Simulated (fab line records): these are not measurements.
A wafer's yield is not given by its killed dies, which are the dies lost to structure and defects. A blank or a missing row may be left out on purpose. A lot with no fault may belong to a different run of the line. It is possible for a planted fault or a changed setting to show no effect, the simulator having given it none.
Which tool did it? -- flow sky130 -- 38 wafers from 13 lots sampled at 2 of the route's 708 steps

## WHAT THE GAUGES READ, wafer by wafer
SKY_METAL2_OVL_MEAS_16.
lot,measured,on,METAL2_OVL (nm)
L615,day 35 00:46,overlay-01,-8 -1 -4
L616,day 35 09:10,overlay-01,-10 -10 -4
L617,day 35 21:20,overlay-01,1 2 4
L620,day 36 15:13,overlay-01,-1 8 1
L624,day 37 19:32,overlay-02,-2 -2
L629,day 39 09:59,overlay-01,-3 -10 3
L630,day 39 15:46,overlay-01,-6 -7 2
L633,day 40 14:08,overlay-02,2 2 1
L634,day 41 01:08,overlay-01,1 0 -5
L635,day 41 02:22,overlay-01,1 -4 1
L636,day 41 03:26,overlay-02,-8 -2 -5
L637,day 41 10:37,overlay-01,-2 -13 -3
L638,day 41 15:49,overlay-01,1 6 1

## WHICH TOOL RAN EACH LOT (tool, then ch and the chambers of the sampled wafers, then the start)
lot,SKY_METAL2_SPUTTER_04
L615,"pvd_sputter-02, day 33 23:07"
L616,"pvd_sputter-01, day 34 07:17"
L617,"pvd_sputter-02, day 34 19:28"
L620,"pvd_sputter-04, day 35 12:44"
L624,"pvd_sputter-01, day 36 17:31"
L629,"pvd_sputter-04, day 38 09:23"
L630,"pvd_sputter-04, day 38 14:59"
L633,"pvd_sputter-04, day 39 13:40"
L634,"pvd_sputter-02, day 40 00:12"
L635,"pvd_sputter-04, day 40 01:42"
L636,"pvd_sputter-01, day 40 03:19"
L637,"pvd_sputter-04, day 40 10:55"
L638,"pvd_sputter-01, day 40 16:54"
- SKY_METAL2_SPUTTER_04: material TiN, target thk 70 nm, time 58.3 s.

## AS READ BY THE TOOLS THEMSELVES (means over the sampled wafers that have a number; for cases with no such wafer, the mark the record gives instead)
SKY_METAL2_SPUTTER_04.
lot,tool,throttle_valve_pct (%)
L615,pvd_sputter-02,30.0
L616,pvd_sputter-01,29.4
L617,pvd_sputter-02,30.3
L620,pvd_sputter-04,30.9
L624,pvd_sputter-01,29.4
L629,pvd_sputter-04,29.0
L630,pvd_sputter-04,29.8
L633,pvd_sputter-04,28.6
L634,pvd_sputter-02,30.1
L635,pvd_sputter-04,30.8
L636,pvd_sputter-01,29.6
L637,pvd_sputter-04,29.0
L638,pvd_sputter-01,29.6

## THE ANSWER, worked out from the rows above alone
Rule: the lots themselves supply what counts as usual. The widest of any qualifying gaps counts: lots, ordered by their means at a reading, are off when they make up no more than a third of the lots, leave a main group of 4 or more, and stand apart from it by 3 or more times the standard deviation of that group's means. Not used: any main group whose means are identical at the precision the tables above print for the reading. A lot without any number at a reading at which 4 lots or more have one is off too. The other lots that the step has rows for count as sound. First the gauges in route order, then the tools' own readings, where a lot's mean is used as printed above. The first step at which some lot is off is used, and at that step the reading that is off furthest; a lot without a number counts as furthest.
None of the lots is off at any reading shown; this tells nothing.

## WHAT THE SIMULATOR HAD PUT IN
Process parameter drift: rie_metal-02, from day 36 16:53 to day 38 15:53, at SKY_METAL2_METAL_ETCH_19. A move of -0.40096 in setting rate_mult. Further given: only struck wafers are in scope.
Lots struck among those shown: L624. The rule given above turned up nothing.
